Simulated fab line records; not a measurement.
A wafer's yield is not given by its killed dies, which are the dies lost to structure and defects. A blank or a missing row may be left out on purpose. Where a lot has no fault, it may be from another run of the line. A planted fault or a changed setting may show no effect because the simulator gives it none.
Chamber matching / flow gf180mcu / GF_V3_CMP_26 on cmp-02 has 3 sister chambers
The step polishes, stops on SiO2, t overpolish 15 s, target thk 0 nm. 16 wafers are shown with their chamber, then 5 later ones without.

## WAFERS, EACH WITH ITS CHAMBER
wafer=L939.3; chamber=1; time-to-endpoint-s (s)=86; motor-current-A (A)=12.6; overpolish-run-s (s)=14.994
wafer=L939.4; chamber=3; time-to-endpoint-s (s)=85; motor-current-A (A)=11.5; overpolish-run-s (s)=15.007
wafer=L939.5; chamber=2; time-to-endpoint-s (s)=83; motor-current-A (A)=11.4; overpolish-run-s (s)=14.988
wafer=L943.1; chamber=3; time-to-endpoint-s (s)=85; motor-current-A (A)=11.4; overpolish-run-s (s)=14.996
wafer=L943.2; chamber=1; time-to-endpoint-s (s)=88; motor-current-A (A)=12.1; overpolish-run-s (s)=15.010
wafer=L943.5; chamber=1; time-to-endpoint-s (s)=89; motor-current-A (A)=11.3; overpolish-run-s (s)=15.027
wafer=L951.2; chamber=1; time-to-endpoint-s (s)=94; motor-current-A (A)=11.5; overpolish-run-s (s)=14.993
wafer=L951.4; chamber=3; time-to-endpoint-s (s)=91; motor-current-A (A)=10.5; overpolish-run-s (s)=14.999
wafer=L951.5; chamber=1; time-to-endpoint-s (s)=91; motor-current-A (A)=11.7; overpolish-run-s (s)=15.008
wafer=L953.2; chamber=3; time-to-endpoint-s (s)=88; motor-current-A (A)=11.1; overpolish-run-s (s)=15.008
wafer=L953.5; chamber=2; time-to-endpoint-s (s)=86; motor-current-A (A)=11.2; overpolish-run-s (s)=15.002
wafer=L953.6; chamber=3; time-to-endpoint-s (s)=88; motor-current-A (A)=11.1; overpolish-run-s (s)=14.994
wafer=L954.1; chamber=1; time-to-endpoint-s (s)=90; motor-current-A (A)=12.3; overpolish-run-s (s)=15.007
wafer=L954.2; chamber=2; time-to-endpoint-s (s)=86; motor-current-A (A)=12.0; overpolish-run-s (s)=14.981
wafer=L954.4; chamber=3; time-to-endpoint-s (s)=89; motor-current-A (A)=11.3; overpolish-run-s (s)=14.993
wafer=L955.3; chamber=1; time-to-endpoint-s (s)=91; motor-current-A (A)=11.5; overpolish-run-s (s)=14.992

SIGNATURES, as means of the wafers listed above
reading=time-to-endpoint-s; chamber 1=89.86; chamber 2=85.00; chamber 3=87.67; scatter within a chamber=2.36
reading=motor-current-A; chamber 1=11.857; chamber 2=11.533; chamber 3=11.150; scatter within a chamber=0.428
reading=overpolish-run-s; chamber 1=15.00443; chamber 2=14.99033; chamber 3=14.99950; scatter within a chamber=0.0104
Rule: a wafer lies at a distance from a chamber equal to the root of the sum of squares, over the readings, of (its reading less the chamber's mean, divided by the reading's scatter). If the next closest chamber is less than 2 further off than the closest, the wafer can't be placed; otherwise it belongs to the closest. The scatter: the root of (the sum of the squares of (reading less its chamber's mean) over the shown wafers, divided by (wafers less chambers)).

## WAFERS WITH NO CHAMBER GIVEN
wafer=L955.4; time-to-endpoint-s (s)=88; motor-current-A (A)=10.9; overpolish-run-s (s)=15.012
wafer=L955.5; time-to-endpoint-s (s)=88; motor-current-A (A)=11.3; overpolish-run-s (s)=14.990
wafer=L957.4; time-to-endpoint-s (s)=82; motor-current-A (A)=11.2; overpolish-run-s (s)=15.011
wafer=L957.5; time-to-endpoint-s (s)=85; motor-current-A (A)=11.6; overpolish-run-s (s)=14.992
wafer=L960.1; time-to-endpoint-s (s)=90; motor-current-A (A)=11.7; overpolish-run-s (s)=15.020

## THE CHAMBER EACH PASSED THROUGH
wafer=L955.4; from the rows above=can't be placed: 3 or 1 or 2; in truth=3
wafer=L955.5; from the rows above=can't be placed: 3 or 2 or 1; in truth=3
wafer=L957.4; from the rows above=can't be placed: 2 or 3 or 1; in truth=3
wafer=L957.5; from the rows above=can't be placed: 2 or 3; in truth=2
wafer=L960.1; from the rows above=can't be placed: 1 or 3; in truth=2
0 of 5 placed correctly. Cannot be placed on the basis of these rows: 5; the candidates contain the true chamber in 4. Placed wrongly: 0.
